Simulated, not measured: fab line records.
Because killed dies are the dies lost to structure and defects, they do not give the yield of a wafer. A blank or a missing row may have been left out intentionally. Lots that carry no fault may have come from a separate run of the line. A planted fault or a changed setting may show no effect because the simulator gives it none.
Shared-tool check || flow sky130 || 13 lots, 39 wafers sampled

WHY THIS WAS OPENED
Of 13 lots, 2 have the reading VT_ADJUST_NCORE_TW flagged at SKY_VT_ADJUST_NCORE_TW_MEAS_11. Fault-free wafers read 219.9, with a standard deviation of 1.5.
Rule: a lot gets a flag if all its wafers with a number sit over 4 standard deviations from that mean, or if no wafer of it has a number. The other lots count as sound.

{"lot": "L507", "measured": "day 8 11:03", "on": "filmMetro-04", "VT_ADJUST_NCORE_TW, wafer by wafer": "219.2 219.9 219.4", "flag": ""}
{"lot": "L508", "measured": "day 8 20:59", "on": "filmMetro-02", "VT_ADJUST_NCORE_TW, wafer by wafer": "220.7 222.0 222.7", "flag": ""}
{"lot": "L509", "measured": "day 9 03:27", "on": "filmMetro-02", "VT_ADJUST_NCORE_TW, wafer by wafer": "220.1 220.8 220.1", "flag": ""}
{"lot": "L510", "measured": "day 9 11:19", "on": "filmMetro-02", "VT_ADJUST_NCORE_TW, wafer by wafer": "221.2 220.6 221.4", "flag": ""}
{"lot": "L511", "measured": "day 9 15:52", "on": "filmMetro-04", "VT_ADJUST_NCORE_TW, wafer by wafer": "219.8 219.7 218.9", "flag": ""}
{"lot": "L513", "measured": "day 10 06:34", "on": "filmMetro-02", "VT_ADJUST_NCORE_TW, wafer by wafer": "219.8 219.4 220.1", "flag": ""}
{"lot": "L514", "measured": "day 10 15:08", "on": "filmMetro-02", "VT_ADJUST_NCORE_TW, wafer by wafer": "220.6 220.0 219.5", "flag": ""}
{"lot": "L515", "measured": "day 10 19:57", "on": "filmMetro-02", "VT_ADJUST_NCORE_TW, wafer by wafer": "209.3 210.1 210.5", "flag": "FLAGGED"}
{"lot": "L519", "measured": "day 12 02:32", "on": "filmMetro-02", "VT_ADJUST_NCORE_TW, wafer by wafer": "221.6 221.4 220.4", "flag": ""}
{"lot": "L520", "measured": "day 12 08:07", "on": "filmMetro-04", "VT_ADJUST_NCORE_TW, wafer by wafer": "210.6 212.1 210.9", "flag": "FLAGGED"}
{"lot": "L525", "measured": "day 13 18:56", "on": "filmMetro-02", "VT_ADJUST_NCORE_TW, wafer by wafer": "220.8 222.0 221.9", "flag": ""}
{"lot": "L526", "measured": "day 14 09:41", "on": "filmMetro-02", "VT_ADJUST_NCORE_TW, wafer by wafer": "220.2 220.5 220.8", "flag": ""}
{"lot": "L529", "measured": "day 15 03:17", "on": "filmMetro-03", "VT_ADJUST_NCORE_TW, wafer by wafer": "220.6 220.5 220.1", "flag": ""}
On average the flagged lots' numbers are 210.6, which is -9.3 against the usual, or -6 standard deviations.

TOOL THAT RAN EACH LOT
The record holds 1 process step before the reading, out of a route of 708 steps. Each cell gives the tool, then ch followed by the chambers the sampled wafers passed through, then the start.
{"lot": "L507", "flag": "", "SKY_VT_ADJUST_NCORE_IMPLANT_09": "implanter-03 ch 0, day 8 10:48"}
{"lot": "L508", "flag": "", "SKY_VT_ADJUST_NCORE_IMPLANT_09": "implanter-03 ch 0, day 8 20:46"}
{"lot": "L509", "flag": "", "SKY_VT_ADJUST_NCORE_IMPLANT_09": "implanter-03 ch 0, day 9 03:12"}
{"lot": "L510", "flag": "", "SKY_VT_ADJUST_NCORE_IMPLANT_09": "implanter-01 ch 0, day 9 11:04"}
{"lot": "L511", "flag": "", "SKY_VT_ADJUST_NCORE_IMPLANT_09": "implanter-01 ch 0, day 9 15:37"}
{"lot": "L513", "flag": "", "SKY_VT_ADJUST_NCORE_IMPLANT_09": "implanter-01 ch 0, day 10 06:19"}
{"lot": "L514", "flag": "", "SKY_VT_ADJUST_NCORE_IMPLANT_09": "implanter-01 ch 0, day 10 14:55"}
{"lot": "L515", "flag": "FLAGGED", "SKY_VT_ADJUST_NCORE_IMPLANT_09": "implanter-01 ch 0, day 10 19:42"}
{"lot": "L519", "flag": "", "SKY_VT_ADJUST_NCORE_IMPLANT_09": "implanter-03 ch 0, day 12 02:18"}
{"lot": "L520", "flag": "FLAGGED", "SKY_VT_ADJUST_NCORE_IMPLANT_09": "implanter-01 ch 0, day 12 07:52"}
{"lot": "L525", "flag": "", "SKY_VT_ADJUST_NCORE_IMPLANT_09": "implanter-03 ch 0, day 13 18:41"}
{"lot": "L526", "flag": "", "SKY_VT_ADJUST_NCORE_IMPLANT_09": "implanter-01 ch 0, day 14 09:27"}
{"lot": "L529", "flag": "", "SKY_VT_ADJUST_NCORE_IMPLANT_09": "implanter-04 ch 0, day 15 03:04"}
What these steps do:
- SKY_VT_ADJUST_NCORE_IMPLANT_09
- SKY_VT_ADJUST_NCORE_TW_MEAS_11

FLAGGED OVER TOTAL, TOOL BY TOOL (the gauges that took the reading come last)
{"step": "SKY_VT_ADJUST_NCORE_IMPLANT_09", "tool": "implanter-01", "lots run": 7, "flagged": 2, "share of the flagged lots": "all", "sound lots run after its first flagged lot": "1 (L526)"}
{"step": "SKY_VT_ADJUST_NCORE_IMPLANT_09", "tool": "implanter-03", "lots run": 5, "flagged": 0, "share of the flagged lots": "none", "sound lots run after its first flagged lot": "-"}
{"step": "SKY_VT_ADJUST_NCORE_IMPLANT_09", "tool": "implanter-04", "lots run": 1, "flagged": 0, "share of the flagged lots": "none", "sound lots run after its first flagged lot": "-"}
{"step": "SKY_VT_ADJUST_NCORE_TW_MEAS_11", "tool": "filmMetro-02", "lots run": 9, "flagged": 1, "share of the flagged lots": "some", "sound lots run after its first flagged lot": "3 (L519,L525,L526)"}
{"step": "SKY_VT_ADJUST_NCORE_TW_MEAS_11", "tool": "filmMetro-03", "lots run": 1, "flagged": 0, "share of the flagged lots": "none", "sound lots run after its first flagged lot": "-"}
{"step": "SKY_VT_ADJUST_NCORE_TW_MEAS_11", "tool": "filmMetro-04", "lots run": 3, "flagged": 1, "share of the flagged lots": "some", "sound lots run after its first flagged lot": 0}

WHAT IS ALLOWED BY THE TABLE
Rows of the table that ran each flagged lot: 1, that is implanter-01 at SKY_VT_ADJUST_NCORE_IMPLANT_09.
- implanter-01 at SKY_VT_ADJUST_NCORE_IMPLANT_09: 2 of its 7 lots flagged. Sound lots ran on it after the first flagged one (L526), which a lasting fault on the whole tool wouldn't allow.
Every row of the table either missed a flagged lot or ran a sound lot after the first.

WHAT WAS PUT IN BY THE SIMULATOR
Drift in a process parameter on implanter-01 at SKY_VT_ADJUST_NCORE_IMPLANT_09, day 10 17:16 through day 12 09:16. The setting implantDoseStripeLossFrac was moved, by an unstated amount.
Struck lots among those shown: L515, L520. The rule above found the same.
